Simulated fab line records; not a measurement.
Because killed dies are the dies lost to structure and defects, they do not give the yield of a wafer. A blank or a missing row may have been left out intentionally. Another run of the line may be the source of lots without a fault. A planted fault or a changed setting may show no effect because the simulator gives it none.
Which tool was responsible? -- flow sky130 -- 11 lots (33 wafers sampled), 1 step of a 708-step route

== WHAT THE GAUGES READ, wafer by wafer ==
SKY_VT_ADJUST_LVTN_OVL_MEAS_07.
lot,measured,on,VT_ADJUST_LVTN_OVL (nm)
L343,day 6 22:18,overlay-02,0.8 0.4 0.2
L345,day 7 09:10,overlay-01,0.5 -0.8 0.5
L348,day 8 06:01,overlay-02,1.2 0.9 -0.3
L351,day 8 22:37,overlay-01,1.1 0.3 1.3
L352,day 9 07:55,overlay-01,2.8 1.5 2.7
L353,day 9 15:13,overlay-01,-2.0 -1.0 -1.2
L357,day 10 17:51,overlay-01,-0.1 0.3 -0.6
L359,day 11 06:31,overlay-02,-2.8 -3.1 -1.2
L364,day 12 13:25,overlay-01,0.5 0.6 0.8
L365,day 12 22:10,overlay-02,-1.9 -1.6 -1.4
L366,day 13 04:54,overlay-02,-1.1 -0.8 -0.6

== EACH LOT AND THE TOOL THAT RAN IT (in order: tool; ch and the chambers of the sampled wafers; start) ==
The record holds no process step before these readings.

== THE ANSWER, worked out from the rows above alone ==
Rule: the usual values come from the lots themselves. The widest of any qualifying gaps counts: lots, ordered by their means at a reading, are off when they make up no more than a third of the lots, leave a main group of 4 or more, and stand apart from it by 3 or more times the standard deviation of that group's means. A main group whose means are all the same, to the digits that the tables above print for the reading, isn't used. A lot without any number at a reading at which 4 lots or more have one is off too. Where the step has rows for the other lots, those lots are counted as sound.
No lot is off on any of the readings shown, so nothing can be concluded from this.

== WHAT WAS PUT IN BY THE SIMULATOR ==
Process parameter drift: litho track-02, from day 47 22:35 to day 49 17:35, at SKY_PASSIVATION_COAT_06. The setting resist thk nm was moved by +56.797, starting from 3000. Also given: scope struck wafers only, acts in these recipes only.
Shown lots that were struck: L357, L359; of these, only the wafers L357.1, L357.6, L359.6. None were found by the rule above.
